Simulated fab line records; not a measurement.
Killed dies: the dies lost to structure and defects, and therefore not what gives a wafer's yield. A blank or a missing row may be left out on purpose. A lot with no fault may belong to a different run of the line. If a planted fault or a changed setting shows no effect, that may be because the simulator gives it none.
Which tool was responsible?    flow gf180mcu    12 lots, 36 wafers sampled, at 4 steps of a route of 602

== WHAT THE GAUGES READ, wafer by wafer ==
GF_VT_IMPLANT_OVL_MEAS_07.
lot   measured      on          VT_IMPLANT_OVL (nm)
L506  day 6 02:46   overlay-01  0.3 1.6 -0.1
L507  day 6 09:31   overlay-01  -2.7 -2.5 -1.4
L508  day 6 14:49   overlay-02  -1.1 -0.1 -0.6
L516  day 8 16:58   overlay-02  - - -
L517  day 9 00:19   overlay-02  - - -
L518  day 9 07:50   overlay-01  - - -
L519  day 9 13:41   overlay-02  1.8 -1.1 0.6
L520  day 9 17:37   overlay-01  -1.4 -0.8 -1.7
L521  day 9 23:59   overlay-02  -0.6 -2.7 -2.3
L523  day 10 12:53  overlay-01  0.0 -1.1 -2.0
L525  day 11 01:28  overlay-01  -1.2 -2.0 -1.1
L527  day 11 13:47  overlay-01  -0.4 -1.0 -1.8

GF_VT_IMPLANT_TW_MEAS_21.
lot   measured      on            VT_IMPLANT_2_TW
L506  day 6 17:50   filmMetro-01  1223 1227 1223
L507  day 7 01:23   filmMetro-03  1231 1223 1222
L508  day 7 06:52   filmMetro-02  1207 1207 1204
L516  day 9 10:11   filmMetro-03  1256 1263 1261
L517  day 9 18:01   filmMetro-02  1244 1242 1232
L518  day 10 01:56  filmMetro-03  1260 1259 1256
L519  day 10 07:19  filmMetro-01  1216 1221 1225
L520  day 10 11:45  filmMetro-02  1200 1210 1202
L521  day 10 18:36  filmMetro-01  1224 1223 1230
L523  day 11 07:37  filmMetro-01  1226 1233 1230
L525  day 11 20:58  filmMetro-03  1219 1220 1218
L527  day 12 08:47  filmMetro-03  1224 1228 1224

GF_VT_IMPLANT_TW_MEAS_32.
lot   measured      on            VT_IMPLANT_3_TW
L506  day 7 09:50   filmMetro-03  269.7 270.0 268.8
L507  day 7 17:38   filmMetro-03  271.2 270.3 270.0
L508  day 7 22:35   filmMetro-01  269.1 270.8 269.7
L516  day 10 03:27  filmMetro-03  586.6 589.5 583.7
L517  day 10 11:41  filmMetro-01  582.5 578.8 580.9
L518  day 10 19:56  filmMetro-03  584.5 584.7 584.1
L519  day 11 01:43  filmMetro-03  268.6 269.8 270.2
L520  day 11 06:13  filmMetro-01  271.4 270.1 270.9
L521  day 11 12:29  filmMetro-03  270.3 269.8 269.0
L523  day 12 02:01  filmMetro-03  270.2 271.8 271.6
L525  day 12 15:43  filmMetro-03  270.4 270.4 273.5
L527  day 13 04:17  filmMetro-02  266.9 265.4 265.4

== WHICH TOOL RAN EACH LOT (tool, then ch and the chambers of the sampled wafers, then the start) ==
lot   GF_VT_IMPLANT_COAT_02
L506  lithoTrack-03 ch 0, day 5 19:29
L507  lithoTrack-02 ch 0, day 6 01:53
L508  lithoTrack-02 ch 0, day 6 06:55
L516  lithoTrack-02, day 8 08:28
L517  lithoTrack-03, day 8 16:11
L518  lithoTrack-02, day 8 23:13
L519  lithoTrack-03 ch 0, day 9 05:05
L520  lithoTrack-02 ch 0, day 9 08:44
L521  lithoTrack-02 ch 0, day 9 15:07
L523  lithoTrack-02 ch 0, day 10 03:50
L525  lithoTrack-02 ch 0, day 10 16:29
L527  lithoTrack-03 ch 0, day 11 04:02
- GF_VT_IMPLANT_COAT_02: resist thk 1000 nm.

== WHAT THE TOOLS THEMSELVES READ (means of the sampled wafers that have a number; where no wafer has one, the mark that the record gives instead) ==
GF_VT_IMPLANT_COAT_02.
lot   tool           chillPlateTempC (C)  dispensePressureKPa (kPa)
L506  lithoTrack-03  22.97                56
L507  lithoTrack-02  23.15                49
L508  lithoTrack-02  23.05                49
L516  lithoTrack-02  -                    -
L517  lithoTrack-03  -                    -
L518  lithoTrack-02  -                    -
L519  lithoTrack-03  23.03                56
L520  lithoTrack-02  23.02                49
L521  lithoTrack-02  23.15                49
L523  lithoTrack-02  23.05                49
L525  lithoTrack-02  23.06                49
L527  lithoTrack-03  23.01                56

== THE ANSWER, worked out from the rows above alone ==
Rule: the usual values come from the lots themselves. The widest of any qualifying gaps counts: lots, ordered by their means at a reading, are off when they make up no more than a third of the lots, leave a main group of 4 or more, and stand apart from it by 3 or more times the standard deviation of that group's means. A main group whose means are all the same, to the digits that the tables above print for the reading, isn't used. A lot without any number at a reading at which 4 lots or more have one is off too. The other lots that the step has rows for count as sound. Order of review: gauges by route order, followed by the tools' own readings, for which a lot's mean as printed above is used. At the first step where some lot is off, the reading lying furthest off is the one used; lots without a number count as furthest.
Off: L516, L517, L518, seen at GF_VT_IMPLANT_OVL_MEAS_07 (VT_IMPLANT_OVL). Without a number there: L516, L517, L518. Mean -0.9 nm and standard deviation 0.9 in the main group.
A tool fits if, at a process step before that reading, it ran every lot that is off, and no sound lot after the first of them. Not tried: the gauges at GF_VT_IMPLANT_OVL_MEAS_07; whatever is off there is also off at GF_VT_IMPLANT_TW_MEAS_32, on other tools, and gauge error can't account for it. Not one of the candidates tried fits.

== WHAT THE SIMULATOR PUT IN ==
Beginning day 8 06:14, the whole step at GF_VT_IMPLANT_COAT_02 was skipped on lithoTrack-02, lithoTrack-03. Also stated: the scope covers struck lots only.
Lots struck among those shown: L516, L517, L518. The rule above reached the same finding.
